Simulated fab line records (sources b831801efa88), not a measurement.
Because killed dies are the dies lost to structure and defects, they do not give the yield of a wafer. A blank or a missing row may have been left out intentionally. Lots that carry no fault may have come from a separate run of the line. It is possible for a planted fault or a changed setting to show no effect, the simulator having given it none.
Struck lot and sound lot, side by side    flow sfq line    21 out of 325 route steps
Sound: the wafers L773.4, L773.5, L773.6. Struck: wafer L777.6. (L777.2, L777.4 of the same lot were not struck and are left out.) The cause comes at the end.
Each step with rows lists, per side, the tool, then ch with its chambers, then its first start. Under that, the readings that differ: sound wafers    struck wafers    difference of the means    sigmas: that difference in standard deviations of wafers without a fault.
alike: readings with means less than 2 such deviations apart, plus words and numbers identical on both sides. not compared: withheld readings, readings lacking a value on some wafer, bounds such as >300 that could conceal the same value, and numbers that have no deviation in the record and whose values overlap.
The two part at a step that has a row with sigmas, a row that says differs or no value, or rows on one side only. Numbers that don't overlap but have no deviation are shown without sigmas and don't part them. Lack of a reading on every wafer of one side parts them only where that side has two or more wafers.

first, 3 steps without rows for these wafers: SFQ_TRILAYER_M3_LITHO_EXPOSE_076 (exposes mask M3, target cd 500 nm); SFQ_TRILAYER_M3_LITHO_PEB_078 (peb time 60 s); SFQ_TRILAYER_M3_LITHO_DEVELOP_077 (time 60 s).
SFQ_M3_OVL_MEAS_921:
  sound: overlay-02 at day 39 19:32; struck: overlay-02 at day 47 05:20
reading      sound        struck  difference  sigmas
M3_OVL (nm)  -13 -10 -10  9       +20         +3
SFQ_TRILAYER_M3_BARC_OPEN_METAL_ETCH_100: etches BARC in O2, target depth 125 nm, time 41.7 s.
  sound on rie metal-01 ch 0,1, day 39 19:34; struck on rie metal-01 ch 0, day 47 05:22
  alike: drypump motor current A, he backside leak sccm, oes product au
  not compared: rf hours counter h
SFQ_TRILAYER_M3_ETCH_METAL_ETCH_078: etches Nb in Cl2/Ar, stops on SiO2, target depth 240 nm, time 120 s.
  sound on rie metal-01 ch 0,1, day 39 19:38; struck on rie metal-01 ch 0, day 47 05:26
reading                sound              struck  difference  sigmas
oes product au (a.u.)  0.902 0.901 0.908  0.886   -0.018      -2
  alike: drypump motor current A, he backside leak sccm
  not compared: rf hours counter h
SFQ_TRILAYER_M3_STRIP_STRIP_079: strips in O2.
  sound on rie metal-01 ch 0,1, day 39 19:56; struck on rie metal-01 ch 0, day 47 05:33
  alike: drypump motor current A, he backside leak sccm, oes product au, platen temp c
  not compared: rf hours counter h
then, 3 steps without rows for these wafers: SFQ_TRILAYER_M3_STRIP_SOLV_CLEAN_080 (cleans in NMP, time 600 s); SFQ_TRILAYER_I3_DEP_PECVD_081 (deposits SiO2 from SiH4/N2O, time 111.11 s, target thk 500 nm); SFQ_TRILAYER_I3_CMP_CMP_082 (polishes SiO2).
SFQ_I3_BOW_MEAS_922:
  sound: film metro-03 at day 39 23:38; struck: film metro-03 at day 47 09:26
  alike: I3_BOW
SFQ_TRILAYER_I3_METRO_MEASURE_083:
  sound: film metro-03 at day 40 00:18; struck: film metro-03 at day 47 09:44
  alike: thk nm
SFQ_TRILAYER_I3_VIA_LITHO_COAT_090: resist thk 62 nm.
  sound on litho track-02 ch 0, day 40 01:03; struck on litho track-01 ch 0, day 47 10:47
reading                                                   sound              struck  difference  sigmas
dispense pressure kPa (kPa)                               47.2 47.2 47.3     53.5    +6.3        +2
model.BARC_of_TRILAYER_I3_VIA_LITHO_COAT_090.thk nm (nm)  62.16 61.79 62.08  63.87   +1.86       
  alike: resist line temp C
then, 5 steps without rows for these wafers: SFQ_TRILAYER_I3_VIA_LITHO_COAT_085 (resist thk 650 nm); SFQ_TRILAYER_I3_VIA_LITHO_SOFTBAKE_089; SFQ_TRILAYER_I3_VIA_LITHO_EXPOSE_086 (exposes mask I3, target cd 500 nm); SFQ_TRILAYER_I3_VIA_LITHO_PEB_088 (peb time 60 s); SFQ_TRILAYER_I3_VIA_LITHO_DEVELOP_087 (time 60 s).
-- the record jumps here: 3 days lie between the struck wafers' starts before and after --
SFQ_I3_OVL_MEAS_923:
  sound: overlay-01 at day 46 04:09; struck: overlay-01 at day 50 19:55
  alike: I3_OVL
SFQ_TRILAYER_I3_VIA_BARC_OPEN_VIA_ETCH_121: etches BARC in O2, target depth 125 nm, time 41.7 s.
  sound on rie diel-01 ch 0,1,3, day 46 04:10; struck on rie diel-04 ch 0, day 50 19:56
reading                   sound              struck  difference  sigmas
model.etch.depth nm (nm)  62.16 61.79 62.08  63.87   +1.86       
  alike: drypump motor current A, oes product au
  not compared: rf hours counter h
SFQ_TRILAYER_I3_VIA_ETCH_VIA_ETCH_088: etches SiO2 in CHF3, stops on Nb, target depth 260 nm.
  sound on rie diel-01 ch 0,1,3, day 46 04:13; struck on rie diel-04 ch 0, day 50 19:59
  alike: drypump motor current A, oes product au

## WHERE THEY PART
Earliest at SFQ_M3_OVL_MEAS_921; latest, in this record, at SFQ_TRILAYER_I3_VIA_LITHO_COAT_090. Later steps at which nothing parts them and some readings are alike: SFQ_I3_OVL_MEAS_923, SFQ_TRILAYER_I3_VIA_BARC_OPEN_VIA_ETCH_121, SFQ_TRILAYER_I3_VIA_ETCH_VIA_ETCH_088.

WHY: whatever the simulator had introduced
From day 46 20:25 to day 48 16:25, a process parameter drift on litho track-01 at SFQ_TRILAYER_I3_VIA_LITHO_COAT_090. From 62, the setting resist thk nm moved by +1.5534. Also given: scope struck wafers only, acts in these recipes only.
